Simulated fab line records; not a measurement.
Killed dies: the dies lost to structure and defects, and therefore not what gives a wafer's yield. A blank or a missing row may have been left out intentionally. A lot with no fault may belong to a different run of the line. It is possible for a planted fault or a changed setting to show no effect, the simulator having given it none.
fab line records -- flow gf180mcu
record lots=24, wafers=72, last-day=34
route steps=602 shown STI@23 LVPWELL@61 VT_IMPLANT@108 V1@360 V2@403
lots with no fault: from the same line, run without faults
start-h: start of the lot's first displayed wafer, in hours after the record's first day -- wait-h: hours elapsed since this lot's preceding step -- " same as the row above -- L1.1+2: one row covering several wafers at once -- - no value present, or no start provided -- * or withheld: withheld -- < > ~ a bound
route shown NAME@n: NAME is a module with steps in the file, n the number in the route of the first one -- usual: the fault-free wafers' mean and standard deviation -- same: alike in all rows -- chamber/n: place in a boat -- sites: readings site by site -- _std_site: the standard deviation of these -- _edge_site: outer sites' mean less inner sites' -- radius-mm: how far each site lies from the wafer's centre -- mask NAME#n: copy n -- behind: the most recent tool/chamber to have shaped the wafer -- hold: cause of the lot's hold/its duration in hours/its outcome -- device: names the non-switching transistor (n, p or np) -- end of line: at the end of the route, the tests of the same wafers -- a step with no rows: only its recipe -- killed: the dies lost at the first sort to structure and to defects; this is not the yield of the wafer -- map: dies across one wafer; x = killed, . = not, _ = none there
set.NAME: the setting the step ran with; set.NAME@STEP: the setting that earlier step ran with -- model.NAME: the simulator's own value behind a step, which no gauge read
route steps across a sampled set of lots; one table per step, one row per wafer
services: the hour from which a tool's chamber was out of use, counted from the record's first day as start-h (under 0 if before that day), plus the number of hours and why
## steps
# step GF_STI_THK_MEAS_22
# recipe reads=SiO2_of_STI_OXIDATION_21
# usual STI_OXIDATION_01_THK=15.3/0.38
lot.wafer,tool,chamber,start-h,wait-h,STI_OXIDATION_01_THK[nm]
L074.1,film-metro-03,-,27.72,0.0,14.9
L074.2,film-metro-03,-,27.72,0.0,15.3
L074.4,film-metro-03,-,27.72,0.0,15.0
L075.2,film-metro-03,-,34.22,0.0,15.6
L075.4,film-metro-03,-,34.22,0.0,15.5
L075.6,film-metro-03,-,34.22,0.0,15.1
L076.3,film-metro-01,-,37.89,0.0,15.1
L076.5,film-metro-01,-,37.89,0.0,15.5
L076.6,film-metro-01,-,37.89,0.0,15.5
L077.2,film-metro-03,-,44.21,0.0,15.0
L077.3,film-metro-03,-,44.21,0.0,15.0
L077.6,film-metro-03,-,44.21,0.0,15.0
L078.1,film-metro-03,-,48.17,0.0,15.1
L078.2,film-metro-03,-,48.17,0.0,15.2
L078.5,film-metro-03,-,48.17,0.0,15.1
L079.1,film-metro-03,-,53.60,0.0,14.7
L079.5,film-metro-03,-,53.60,0.0,15.0
L079.6,film-metro-03,-,53.60,0.0,14.9
L080.1,film-metro-01,-,60.89,0.0,15.8
L080.2,film-metro-01,-,60.89,0.0,15.9
L080.3,film-metro-01,-,60.89,0.0,15.6
L081.1,film-metro-03,-,67.97,0.0,16.1
L081.4,film-metro-03,-,67.97,0.0,15.8
L081.5,film-metro-03,-,67.97,0.0,16.2
L082.4,film-metro-02,-,70.52,0.0,16.0
L082.5,film-metro-02,-,70.52,0.0,15.8
L082.6,film-metro-02,-,70.52,0.0,15.6
L083.2,film-metro-01,-,75.29,0.0,15.0
L083.3,film-metro-01,-,75.29,0.0,15.1
L083.6,film-metro-01,-,75.29,0.0,15.1
L084.2,film-metro-01,-,81.13,0.0,14.7
L084.3,film-metro-01,-,81.13,0.0,15.1
L084.6,film-metro-01,-,81.13,0.0,14.7
L085.3,film-metro-03,-,87.38,0.0,15.6
L085.5,film-metro-03,-,87.38,0.0,15.8
L085.6,film-metro-03,-,87.38,0.0,15.7
L086.2,film-metro-03,-,92.65,0.0,15.0
L086.4,film-metro-03,-,92.65,0.0,14.7
L086.6,film-metro-03,-,92.65,0.0,15.0
L087.1,film-metro-03,-,94.99,0.0,14.6
L087.3,film-metro-03,-,94.99,0.0,15.0
L087.5,film-metro-03,-,94.99,0.0,14.9
L088.2,film-metro-03,-,101.79,0.0,15.5
L088.4,film-metro-03,-,101.79,0.0,15.4
L088.6,film-metro-03,-,101.79,0.0,15.4
L089.1,film-metro-03,-,105.52,0.0,15.7
L089.4,film-metro-03,-,105.52,0.0,15.6
L089.5,film-metro-03,-,105.52,0.0,15.8
L090.1,film-metro-03,-,108.68,0.0,15.0
L090.2,film-metro-03,-,108.68,0.0,14.9
L090.6,film-metro-03,-,108.68,0.0,15.1
L091.4,film-metro-02,-,115.54,0.0,15.8
L091.5,film-metro-02,-,115.54,0.0,15.6
L091.6,film-metro-02,-,115.54,0.0,15.5
L092.1,film-metro-01,-,122.18,0.0,15.0
L092.3,film-metro-01,-,122.18,0.0,15.1
L092.6,film-metro-01,-,122.18,0.0,15.0
L093.3,film-metro-01,-,125.68,0.0,15.4
L093.4,film-metro-01,-,125.68,0.0,15.5
L093.5,film-metro-01,-,125.68,0.0,15.6
L094.2,film-metro-02,-,130.88,0.0,15.5
L094.4,film-metro-02,-,130.88,0.0,15.4
L094.5,film-metro-02,-,130.88,0.0,15.5
L095.2,film-metro-02,-,135.66,0.0,15.3
L095.5,film-metro-02,-,135.66,0.0,15.4
L095.6,film-metro-02,-,135.66,0.0,15.4
L096.1,film-metro-01,-,140.82,0.0,15.8
L096.3,film-metro-01,-,140.82,0.0,15.7
L096.4,film-metro-01,-,140.82,0.0,15.8
L097.4,film-metro-01,-,145.65,0.0,15.7
L097.5,film-metro-01,-,145.65,0.0,15.4
L097.6,film-metro-01,-,145.65,0.0,15.5
# step GF_LVPWELL_OVL_MEAS_07
# usual LVPWELL_OVL=0.3/1.6
lot.wafer,tool,chamber,start-h,wait-h,LVPWELL_OVL[nm]
L074.1,overlay-01,-,70.38,-,5.0
L074.2,overlay-01,-,70.38,-,4.2
L074.4,overlay-01,-,70.38,-,3.9
L075.2,overlay-01,-,75.84,-,2.0
L075.4,overlay-01,-,75.84,-,3.1
L075.6,overlay-01,-,75.84,-,0.5
L076.3,overlay-01,-,79.93,-,-0.1
L076.5,overlay-01,-,79.93,-,-1.9
L076.6,overlay-01,-,79.93,-,-0.9
L077.2,overlay-01,-,87.85,-,0.9
L077.3,overlay-01,-,87.85,-,2.3
L077.6,overlay-01,-,87.85,-,2.1
L078.1,overlay-02,-,90.89,-,-0.8
L078.2,overlay-02,-,90.89,-,-0.4
L078.5,overlay-02,-,90.89,-,-1.7
L079.1,overlay-01,-,96.83,-,0.4
L079.5,overlay-01,-,96.83,-,-0.5
L079.6,overlay-01,-,96.83,-,0.6
L080.1,overlay-02,-,109.72,-,-0.1
L080.2,overlay-02,-,109.72,-,1.0
L080.3,overlay-02,-,109.72,-,-1.6
L081.1,overlay-02,-,116.34,-,1.5
L081.4,overlay-02,-,116.34,-,0.3
L081.5,overlay-02,-,116.34,-,2.7
L082.4,overlay-02,-,118.14,-,-1.4
L082.5,overlay-02,-,118.14,-,0.1
L082.6,overlay-02,-,118.14,-,0.7
L083.2,overlay-01,-,121.50,-,-1.0
L083.3,overlay-01,-,121.50,-,-0.8
L083.6,overlay-01,-,121.50,-,-1.0
L084.2,overlay-01,-,130.00,-,-1.8
L084.3,overlay-01,-,130.00,-,0.9
L084.6,overlay-01,-,130.00,-,-0.5
L085.3,overlay-01,-,134.10,-,-0.1
L085.5,overlay-01,-,134.10,-,0.4
L085.6,overlay-01,-,134.10,-,0.7
L086.2,overlay-01,-,139.58,-,2.3
L086.4,overlay-01,-,139.58,-,3.2
L086.6,overlay-01,-,139.58,-,2.4
L087.1,overlay-01,-,143.09,-,-1.8
L087.3,overlay-01,-,143.09,-,0.3
L087.5,overlay-01,-,143.09,-,-0.8
L088.2,overlay-02,-,149.83,-,1.9
L088.4,overlay-02,-,149.83,-,1.6
L088.6,overlay-02,-,149.83,-,0.6
L089.1,overlay-02,-,153.44,-,0.5
L089.4,overlay-02,-,153.44,-,1.3
L089.5,overlay-02,-,153.44,-,1.3
L090.1,overlay-01,-,156.69,-,1.4
L090.2,overlay-01,-,156.69,-,-0.2
L090.6,overlay-01,-,156.69,-,1.0
L091.4,overlay-01,-,163.15,-,0.1
L091.5,overlay-01,-,163.15,-,-1.8
L091.6,overlay-01,-,163.15,-,-0.2
L092.1,overlay-02,-,170.04,-,-1.0
L092.3,overlay-02,-,170.04,-,-3.1
L092.6,overlay-02,-,170.04,-,-3.8
L093.3,overlay-02,-,174.39,-,0.9
L093.4,overlay-02,-,174.39,-,-0.8
L093.5,overlay-02,-,174.39,-,1.9
L094.2,overlay-01,-,180.63,-,0.2
L094.4,overlay-01,-,180.63,-,1.9
L094.5,overlay-01,-,180.63,-,1.5
L095.2,overlay-01,-,187.03,-,-0.5
L095.5,overlay-01,-,187.03,-,2.4
L095.6,overlay-01,-,187.03,-,0.3
L096.1,overlay-01,-,190.09,-,-0.2
L096.3,overlay-01,-,190.09,-,1.8
L096.4,overlay-01,-,190.09,-,0.4
L097.4,overlay-01,-,196.49,-,-2.7
L097.5,overlay-01,-,196.49,-,-0.1
L097.6,overlay-01,-,196.49,-,-1.1
# step GF_VT_IMPLANT_OVL_MEAS_18
# usual VT_IMPLANT_01_OVL=0.3/1.2
lot.wafer,tool,chamber,start-h,wait-h,VT_IMPLANT_01_OVL[nm]
L074.1,overlay-02,-,129.04,0.1,0.2
L074.2,overlay-02,-,129.04,0.1,-1.3
L074.4,overlay-02,-,129.04,0.1,0.8
L075.2,overlay-02,-,135.09,0.1,0.9
L075.4,overlay-02,-,135.09,0.1,-0.3
L075.6,overlay-02,-,135.09,0.1,2.3
L076.3,overlay-02,-,138.35,0.1,-1.2
L076.5,overlay-02,-,138.35,0.1,-0.3
L076.6,overlay-02,-,138.35,0.1,-0.3
L077.2,overlay-01,-,146.48,0.1,1.3
L077.3,overlay-01,-,146.48,0.1,0.1
L077.6,overlay-01,-,146.48,0.1,0.9
L078.1,overlay-01,-,150.88,0.1,-1.1
L078.2,overlay-01,-,150.88,0.1,-0.3
L078.5,overlay-01,-,150.88,0.1,0.8
L079.1,overlay-01,-,158.12,0.1,-1.0
L079.5,overlay-01,-,158.12,0.1,0.0
L079.6,overlay-01,-,158.12,0.1,1.5
L080.1,overlay-02,-,170.29,0.1,-0.9
L080.2,overlay-02,-,170.29,0.1,1.8
L080.3,overlay-02,-,170.29,0.1,0.2
L081.1,overlay-02,-,176.87,0.1,1.6
L081.4,overlay-02,-,176.87,0.1,0.3
L081.5,overlay-02,-,176.87,0.1,0.6
L082.4,overlay-02,-,179.94,0.1,1.3
L082.5,overlay-02,-,179.94,0.1,1.9
L082.6,overlay-02,-,179.94,0.1,-0.5
L083.2,overlay-02,-,183.68,0.1,1.7
L083.3,overlay-02,-,183.68,0.1,0.7
L083.6,overlay-02,-,183.68,0.1,1.6
L084.2,overlay-01,-,191.33,0.1,-0.8
L084.3,overlay-01,-,191.33,0.1,-1.7
L084.6,overlay-01,-,191.33,0.1,-2.0
L085.3,overlay-02,-,196.34,0.1,-1.3
L085.5,overlay-02,-,196.34,0.1,-0.8
L085.6,overlay-02,-,196.34,0.1,-1.0
L086.2,overlay-02,-,203.78,0.1,-0.1
L086.4,overlay-02,-,203.78,0.1,2.0
L086.6,overlay-02,-,203.78,0.1,1.3
L087.1,overlay-02,-,207.03,0.1,0.1
L087.3,overlay-02,-,207.03,0.1,-0.5
L087.5,overlay-02,-,207.03,0.1,-2.0
L088.2,overlay-01,-,215.04,0.1,-0.9
L088.4,overlay-01,-,215.04,0.1,1.7
L088.6,overlay-01,-,215.04,0.1,1.3
L089.1,overlay-02,-,218.57,0.1,1.7
L089.4,overlay-02,-,218.57,0.1,2.7
L089.5,overlay-02,-,218.57,0.1,3.2
L090.1,overlay-02,-,223.07,0.1,0.0
L090.2,overlay-02,-,223.07,0.1,1.1
L090.6,overlay-02,-,223.07,0.1,0.5
L091.4,overlay-01,-,230.44,0.1,1.0
L091.5,overlay-01,-,230.44,0.1,0.4
L091.6,overlay-01,-,230.44,0.1,-0.4
L092.1,overlay-01,-,236.63,0.1,0.5
L092.3,overlay-01,-,236.63,0.1,0.0
L092.6,overlay-01,-,236.63,0.1,-0.6
L093.3,overlay-02,-,242.14,0.1,0.1
L093.4,overlay-02,-,242.14,0.1,-0.5
L093.5,overlay-02,-,242.14,0.1,0.3
L094.2,overlay-02,-,249.52,0.1,2.1
L094.4,overlay-02,-,249.52,0.1,1.2
L094.5,overlay-02,-,249.52,0.1,-0.9
L095.2,overlay-01,-,255.89,0.1,0.6
L095.5,overlay-01,-,255.89,0.1,1.2
L095.6,overlay-01,-,255.89,0.1,-0.9
L096.1,overlay-01,-,260.22,0.1,-0.3
L096.3,overlay-01,-,260.22,0.1,-0.8
L096.4,overlay-01,-,260.22,0.1,-0.4
L097.4,overlay-01,-,267.09,0.1,1.3
L097.5,overlay-01,-,267.09,0.1,2.0
L097.6,overlay-01,-,267.09,0.1,2.0
# step GF_V1_THK_MEAS_25
# recipe thk-meas-gauge=xrf, reads=W_of_V1_CVD_23
# usual V1_W_THK=359/7.2
lot.wafer,tool,chamber,start-h,wait-h,V1_W_THK[nm]
L074.1,film-metro-02,-,408.68,0.1,367
L074.2,film-metro-02,-,408.68,0.1,366
L074.4,film-metro-02,-,408.68,0.1,365
L075.2,film-metro-02,-,419.14,0.1,366
L075.4,film-metro-02,-,419.14,0.1,364
L075.6,film-metro-02,-,419.14,0.1,368
L076.3,film-metro-02,-,421.28,0.1,368
L076.5,film-metro-02,-,421.28,0.1,364
L076.6,film-metro-02,-,421.28,0.1,370
L077.2,film-metro-03,-,436.43,0.1,356
L077.3,film-metro-03,-,436.43,0.1,353
L077.6,film-metro-03,-,436.43,0.1,358
L078.1,film-metro-02,-,445.55,0.1,355
L078.2,film-metro-02,-,445.55,0.1,374
L078.5,film-metro-02,-,445.55,0.1,352
L079.1,film-metro-03,-,457.15,0.1,351
L079.5,film-metro-03,-,457.15,0.1,348
L079.6,film-metro-03,-,457.15,0.1,360
L080.1,film-metro-02,-,472.11,0.1,363
L080.2,film-metro-02,-,472.11,0.1,368
L080.3,film-metro-02,-,472.11,0.1,366
L081.1,film-metro-01,-,480.22,0.1,359
L081.4,film-metro-01,-,480.22,0.1,347
L081.5,film-metro-01,-,480.22,0.1,352
L082.4,film-metro-03,-,484.92,0.1,355
L082.5,film-metro-03,-,484.92,0.1,353
L082.6,film-metro-03,-,484.92,0.1,351
L083.2,film-metro-03,-,500.44,0.1,352
L083.3,film-metro-03,-,500.44,0.1,355
L083.6,film-metro-03,-,500.44,0.1,354
L084.2,film-metro-02,-,503.83,0.1,360
L084.3,film-metro-02,-,503.83,0.1,362
L084.6,film-metro-02,-,503.83,0.1,356
L085.3,film-metro-02,-,514.20,0.1,371
L085.5,film-metro-02,-,514.20,0.1,372
L085.6,film-metro-02,-,514.20,0.1,359
L086.2,film-metro-03,-,524.76,0.1,359
L086.4,film-metro-03,-,524.76,0.1,349
L086.6,film-metro-03,-,524.76,0.1,359
L087.1,film-metro-01,-,527.60,0.1,361
L087.3,film-metro-01,-,527.60,0.1,362
L087.5,film-metro-01,-,527.60,0.1,361
L088.2,film-metro-03,-,539.07,0.1,355
L088.4,film-metro-03,-,539.07,0.1,348
L088.6,film-metro-03,-,539.07,0.1,350
L089.1,film-metro-03,-,543.61,0.1,342
L089.4,film-metro-03,-,543.61,0.1,350
L089.5,film-metro-03,-,543.61,0.1,343
L090.1,film-metro-01,-,549.22,0.1,359
L090.2,film-metro-01,-,549.22,0.1,364
L090.6,film-metro-01,-,549.22,0.1,361
L091.4,film-metro-02,-,557.04,0.1,358
L091.5,film-metro-02,-,557.04,0.1,359
L091.6,film-metro-02,-,557.04,0.1,364
L092.1,film-metro-01,-,563.49,0.1,366
L092.3,film-metro-01,-,563.49,0.1,363
L092.6,film-metro-01,-,563.49,0.1,362
L093.3,film-metro-03,-,570.45,0.1,352
L093.4,film-metro-03,-,570.45,0.1,344
L093.5,film-metro-03,-,570.45,0.1,347
L094.2,film-metro-02,-,574.79,0.1,366
L094.4,film-metro-02,-,574.79,0.1,359
L094.5,film-metro-02,-,574.79,0.1,356
L095.2,film-metro-01,-,584.12,0.1,362
L095.5,film-metro-01,-,584.12,0.1,365
L095.6,film-metro-01,-,584.12,0.1,364
L096.1,film-metro-02,-,592.46,0.1,366
L096.3,film-metro-02,-,592.46,0.1,365
L096.4,film-metro-02,-,592.46,0.1,367
L097.4,film-metro-01,-,595.52,0.1,363
L097.5,film-metro-01,-,595.52,0.1,377
L097.6,film-metro-01,-,595.52,0.1,366
# step GF_V1_CMP_26
# recipe stop-on=SiO2, down-force-psi=3.5, platen-rpm=60, t-overpolish-s=15, target-thk-nm=0, pad-velocity-m-s=0.94248
# usual motor-current-A=10.6/0.77, overpolish-run-s=14.999/0.0082, slurry-filter-dp-kPa=13.52/0.12, slurry-flow-ml-min=150.0/0.41, time-to-endpoint-s=87/4.1
# same t-overpolish-s=15
lot.wafer,tool,chamber,start-h,wait-h,motor-current-A,overpolish-run-s,slurry-filter-dp-kPa,slurry-flow-ml-min,time-to-endpoint-s
L074.1,cmp-02,2,408.74,0.1,10.2,15.001,13.53,149.8,85
L074.2,cmp-02,0,408.74,0.1,10.9,14.987,13.63,149.9,92
L074.4,cmp-02,1,408.74,0.1,9.8,14.994,13.73,150.2,85
L075.4,cmp-01,2,419.19,0.0,11.9,15.013,13.69,150.1,87
L075.2,cmp-01,0,419.19,0.0,10.0,15.002,13.49,150.2,90
L075.6,cmp-01,2,419.19,0.0,11.9,15.008,13.43,150.0,90
L076.3,cmp-01,2,421.37,0.1,11.8,15.002,13.55,150.1,90
L076.5,cmp-01,1,421.37,0.1,10.3,14.995,13.40,149.4,82
L076.6,cmp-01,2,421.37,0.1,11.7,14.997,13.79,150.1,87
L077.3,cmp-02,1,436.53,0.1,9.9,14.991,13.56,150.1,84
L077.2,cmp-02,3,436.53,0.1,9.6,14.994,13.57,150.3,79
L077.6,cmp-02,1,436.53,0.1,10.5,15.005,13.38,150.5,85
L078.2,cmp-01,1,445.61,0.0,10.3,15.000,13.57,150.0,86
L078.1,cmp-01,2,445.61,0.0,11.6,14.999,13.43,149.9,81
L078.5,cmp-01,2,445.61,0.0,11.7,14.997,13.54,149.4,79
L079.1,cmp-02,1,457.21,0.1,9.5,15.012,13.58,149.5,85
L079.6,cmp-02,1,457.21,0.1,9.7,14.998,13.54,150.1,85
L079.5,cmp-02,2,457.21,0.1,9.6,15.008,13.54,149.7,86
L080.2,cmp-01,0,472.22,0.1,10.2,14.992,13.59,149.6,87
L080.1,cmp-01,1,472.22,0.1,11.0,14.998,13.73,149.6,86
L080.3,cmp-01,2,472.22,0.1,11.6,14.984,13.66,150.1,83
L081.4,cmp-02,3,480.38,0.1,9.3,14.999,13.61,149.9,80
L081.1,cmp-02,0,480.38,0.1,11.5,14.991,13.55,150.0,92
L081.5,cmp-02,2,480.38,0.1,10.4,15.003,13.46,150.2,84
L082.4,cmp-02,2,485.10,0.2,10.1,15.019,13.45,150.3,87
L082.6,cmp-02,3,485.10,0.2,9.7,14.997,13.34,149.7,82
L082.5,cmp-02,0,485.10,0.2,11.4,14.990,13.44,150.4,93
L083.2,cmp-01,3,500.54,0.1,10.5,14.994,13.46,149.5,91
L083.3,cmp-01,0,500.54,0.1,9.8,15.016,13.45,149.8,89
L083.6,cmp-01,2,500.54,0.1,11.5,15.003,13.38,149.7,86
L084.2,cmp-01,1,503.93,0.1,10.7,15.009,13.56,150.3,86
L084.3,cmp-01,2,503.93,0.1,11.7,15.013,13.60,150.2,89
L084.6,cmp-01,0,503.93,0.1,10.2,14.999,13.48,150.3,86
L085.3,cmp-01,1,514.24,0.0,10.6,15.007,13.24,150.5,92
L085.6,cmp-01,1,514.24,0.0,10.5,15.000,13.56,149.9,87
L085.5,cmp-01,2,514.24,0.0,11.8,15.007,13.37,150.8,88
L086.2,cmp-02,1,524.86,0.1,10.1,14.985,13.56,149.9,90
L086.4,cmp-02,2,524.86,0.1,9.5,15.013,13.37,149.6,87
L086.6,cmp-02,0,524.86,0.1,10.6,15.007,13.70,149.8,98
L087.3,cmp-01,3,527.71,0.1,10.7,15.006,13.44,148.8,90
L087.1,cmp-01,0,527.71,0.1,10.0,14.990,13.50,150.0,83
L087.5,cmp-01,2,527.71,0.1,11.8,14.988,13.41,150.5,84
L088.4,cmp-02,1,539.17,0.1,9.9,15.004,13.47,150.4,88
L088.2,cmp-02,2,539.17,0.1,10.5,14.993,13.56,150.1,90
L088.6,cmp-02,1,539.17,0.1,9.9,14.992,13.41,150.1,86
L089.1,cmp-01,3,543.67,0.1,10.5,15.002,13.56,150.8,92
L089.4,cmp-01,1,543.67,0.1,10.9,15.005,13.44,150.2,87
L089.5,cmp-01,0,543.67,0.1,10.3,14.979,13.56,149.2,88
L090.2,cmp-01,2,549.47,0.2,12.1,15.005,13.35,149.7,85
L090.1,cmp-01,3,549.47,0.2,10.5,14.996,13.59,150.0,90
L090.6,cmp-01,2,549.47,0.2,11.5,14.988,13.33,149.6,85
L091.4,cmp-01,0,557.17,0.1,10.1,14.997,13.61,149.9,84
L091.5,cmp-01,2,557.17,0.1,12.1,15.003,13.60,150.3,83
L091.6,cmp-01,3,557.17,0.1,10.9,14.987,13.52,150.0,90
L092.1,cmp-01,3,563.55,0.1,10.7,15.002,13.46,150.1,86
L092.3,cmp-01,2,563.55,0.1,11.9,14.994,13.64,149.4,81
L092.6,cmp-01,3,563.55,0.1,10.7,15.001,13.49,150.0,92
L093.3,cmp-01,3,570.49,0.0,11.1,15.005,13.53,150.1,92
L093.4,cmp-01,0,570.49,0.0,9.8,14.999,13.58,150.0,89
L093.5,cmp-01,3,570.49,0.0,10.4,15.006,13.62,150.4,94
L094.2,cmp-01,0,574.84,0.0,10.1,14.996,13.51,149.8,91
L094.4,cmp-01,3,574.84,0.0,10.6,14.995,13.68,149.9,93
L094.5,cmp-01,1,574.84,0.0,10.3,14.995,13.74,150.4,86
L095.2,cmp-01,1,584.32,0.2,10.1,15.005,13.69,150.1,89
L095.6,cmp-01,2,584.32,0.2,11.3,14.990,13.41,149.8,85
L095.5,cmp-01,3,584.32,0.2,10.7,15.005,13.54,150.5,95
L096.3,cmp-01,2,592.57,0.1,11.7,14.996,13.60,149.3,83
L096.1,cmp-01,3,592.57,0.1,10.8,14.991,13.50,150.0,94
L096.4,cmp-01,0,592.57,0.1,9.7,15.005,13.58,150.0,87
L097.4,cmp-02,0,595.55,0.0,11.2,14.999,13.60,150.1,94
L097.6,cmp-02,0,595.55,0.0,11.0,15.006,13.49,149.5,94
L097.5,cmp-02,1,595.55,0.0,9.4,14.997,13.60,149.7,87
# step GF_V2_SPUTTER_21
# recipe material=Ti, target-thk-nm=15, chamber-pressure-pa=5, power-w=2500, substrate-temp-c=200, time-s=80.02
# usual throttle-valve-pct=30.0/0.85
lot.wafer,tool,chamber,start-h,wait-h,throttle-valve-pct
L074.1,pvd-sputter-03,-,461.05,0.0,30.6
L074.2,pvd-sputter-03,-,461.05,0.0,29.4
L074.4,pvd-sputter-03,-,461.05,0.0,30.1
L075.2,pvd-sputter-01,-,471.13,0.0,30.1
L075.4,pvd-sputter-01,-,471.13,0.0,29.5
L075.6,pvd-sputter-01,-,471.13,0.0,29.6
L076.3,pvd-sputter-01,-,474.08,0.0,31.4
L076.5,pvd-sputter-01,-,474.08,0.0,31.3
L076.6,pvd-sputter-01,-,474.08,0.0,29.6
L077.2,pvd-sputter-04,-,490.14,0.0,29.7
L077.3,pvd-sputter-04,-,490.14,0.0,29.6
L077.6,pvd-sputter-04,-,490.14,0.0,29.5
L078.1,pvd-sputter-01,-,497.96,0.0,29.4
L078.2,pvd-sputter-01,-,497.96,0.0,29.5
L078.5,pvd-sputter-01,-,497.96,0.0,29.6
L079.1,pvd-sputter-04,-,508.91,0.0,31.8
L079.5,pvd-sputter-04,-,508.91,0.0,28.9
L079.6,pvd-sputter-04,-,508.91,0.0,31.9
L080.1,pvd-sputter-01,-,522.25,0.0,30.1
L080.2,pvd-sputter-01,-,522.25,0.0,31.5
L080.3,pvd-sputter-01,-,522.25,0.0,29.8
L081.1,pvd-sputter-04,-,531.40,0.0,31.7
L081.4,pvd-sputter-04,-,531.40,0.0,29.7
L081.5,pvd-sputter-04,-,531.40,0.0,29.8
L082.4,pvd-sputter-04,-,534.64,0.0,29.1
L082.5,pvd-sputter-04,-,534.64,0.0,29.9
L082.6,pvd-sputter-04,-,534.64,0.0,29.6
L083.2,pvd-sputter-01,-,549.94,0.0,29.8
L083.3,pvd-sputter-01,-,549.94,0.0,29.4
L083.6,pvd-sputter-01,-,549.94,0.0,29.6
L084.2,pvd-sputter-01,-,552.85,0.0,30.3
L084.3,pvd-sputter-01,-,552.85,0.0,29.5
L084.6,pvd-sputter-01,-,552.85,0.0,29.6
L085.3,pvd-sputter-04,-,561.91,0.0,29.0
L085.5,pvd-sputter-04,-,561.91,0.0,31.8
L085.6,pvd-sputter-04,-,561.91,0.0,29.2
L086.2,pvd-sputter-03,-,572.44,0.0,29.0
L086.4,pvd-sputter-03,-,572.44,0.0,29.9
L086.6,pvd-sputter-03,-,572.44,0.0,30.5
L087.1,pvd-sputter-04,-,574.96,0.0,29.0
L087.3,pvd-sputter-04,-,574.96,0.0,29.4
L087.5,pvd-sputter-04,-,574.96,0.0,29.7
L088.2,pvd-sputter-03,-,585.18,0.0,29.3
L088.4,pvd-sputter-03,-,585.18,0.0,28.6
L088.6,pvd-sputter-03,-,585.18,0.0,29.6
L089.1,pvd-sputter-04,-,590.00,0.0,29.7
L089.4,pvd-sputter-04,-,590.00,0.0,31.4
L089.5,pvd-sputter-04,-,590.00,0.0,28.9
L090.1,pvd-sputter-04,-,595.75,0.0,31.5
L090.2,pvd-sputter-04,-,595.75,0.0,28.8
L090.6,pvd-sputter-04,-,595.75,0.0,31.4
L091.4,pvd-sputter-01,-,602.53,0.0,29.6
L091.5,pvd-sputter-01,-,602.53,0.0,31.6
L091.6,pvd-sputter-01,-,602.53,0.0,29.6
L092.1,pvd-sputter-04,-,608.35,0.0,30.0
L092.3,pvd-sputter-04,-,608.35,0.0,29.1
L092.6,pvd-sputter-04,-,608.35,0.0,29.7
L093.3,pvd-sputter-01,-,615.51,0.0,29.6
L093.4,pvd-sputter-01,-,615.51,0.0,30.2
L093.5,pvd-sputter-01,-,615.51,0.0,29.6
L094.2,pvd-sputter-01,-,619.98,0.0,30.1
L094.4,pvd-sputter-01,-,619.98,0.0,31.2
L094.5,pvd-sputter-01,-,619.98,0.0,29.6
L095.2,pvd-sputter-04,-,628.80,0.0,29.4
L095.5,pvd-sputter-04,-,628.80,0.0,29.4
L095.6,pvd-sputter-04,-,628.80,0.0,29.8
L096.1,pvd-sputter-04,-,637.15,0.0,31.3
L096.3,pvd-sputter-04,-,637.15,0.0,29.4
L096.4,pvd-sputter-04,-,637.15,0.0,29.0
L097.4,pvd-sputter-04,-,639.14,0.0,29.7
L097.5,pvd-sputter-04,-,639.14,0.0,29.0
L097.6,pvd-sputter-04,-,639.14,0.0,29.9
## services
tool,chamber,start-h,hours,kind
pvd-sputter-03,-,396.09,1.1,repair
cmp-02,-,404.00,4.0,pm
cmp-02,-,408.00,-,consumable-replace:conditioner
cmp-02,-,408.00,-,consumable-replace:pad
pvd-sputter-04,-,454.96,22.1,repair
pvd-sputter-01,-,462.89,0.7,repair
pvd-sputter-04,-,479.88,1.1,repair
pvd-sputter-04,-,481.09,0.7,repair
cmp-01,-,487.05,1.2,repair
pvd-sputter-04,-,520.94,4.1,repair
pvd-sputter-01,-,540.59,1.0,repair
cmp-02,-,575.65,10.0,pm
pvd-sputter-03,3,595.71,-,consumable-replace:kit
pvd-sputter-03,3,595.71,18.0,scheduled-down
pvd-sputter-03,3,595.71,18.0,vent-cycle
cmp-01,-,602.98,4.0,pm
cmp-01,-,606.98,-,consumable-replace:conditioner
cmp-01,-,606.98,-,consumable-replace:pad
cmp-02,-,607.50,1.4,repair
pvd-sputter-01,3,630.11,-,consumable-replace:kit
pvd-sputter-01,3,630.11,18.0,scheduled-down
pvd-sputter-01,3,630.11,18.0,vent-cycle
cmp-01,-,637.96,8.0,pm
## key
fault none
